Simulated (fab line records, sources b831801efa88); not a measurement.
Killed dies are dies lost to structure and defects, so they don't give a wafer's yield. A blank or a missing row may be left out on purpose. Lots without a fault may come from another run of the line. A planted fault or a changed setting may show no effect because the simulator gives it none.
Chamber matching | flow gf180mcu | GF_SAB_CVD_00 on pecvd-04: 3 sister chambers
The step deposits SiO2 from TEOS, target thk 50 nm, time 4.9302 s. 14 wafers are shown with their chamber, then 7 later ones without.

WAFERS WITH THEIR CHAMBER
wafer  | chamber | heater_power_w (W)
L483.2 | 0       | 703
L483.4 | 0       | 679
L483.5 | 2       | 568
L485.2 | 0       | 696
L485.3 | 1       | 701
L485.6 | 1       | 688
L486.2 | 1       | 716
L486.3 | 0       | 702
L486.6 | 1       | 724
L493.1 | 2       | 523
L493.3 | 0       | 627
L493.4 | 0       | 620
L496.2 | 0       | 595
L496.4 | 0       | 581

SIGNATURES (means of the wafers above)
reading        | chamber 0 | chamber 1 | chamber 2 | scatter within a chamber
heater_power_w | 650.38    | 707.25    | 545.50    | 42.1
Rule: a wafer's distance from a chamber is the root of the sum, over the readings, of the square of ((its reading less the chamber's mean) divided by the reading's scatter). The wafer belongs to the nearest chamber; if the next one is less than 2 further off, it can't be placed. The scatter: the root of (the sum of the squares of (reading less its chamber's mean) over the shown wafers, divided by (wafers less chambers)).

WAFERS WITHOUT THEIR CHAMBER
wafer  | heater_power_w (W)
L496.6 | 558
L497.2 | 561
L497.3 | 722
L497.4 | 708
L498.1 | 498
L498.2 | 626
L498.4 | 648

WHICH CHAMBER EACH WENT THROUGH
wafer  | from the rows above          | in truth
L496.6 | can't be placed: 2 or 0      | 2
L497.2 | can't be placed: 2 or 0      | 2
L497.3 | can't be placed: 1 or 0      | 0
L497.4 | can't be placed: 1 or 0      | 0
L498.1 | 2                            | 2
L498.2 | can't be placed: 0 or 2 or 1 | 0
L498.4 | can't be placed: 0 or 1      | 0
Placed correctly: 1 of 7. Can't be placed from these rows: 6 (the true chamber is among the candidates in 6). Placed wrongly: 0.
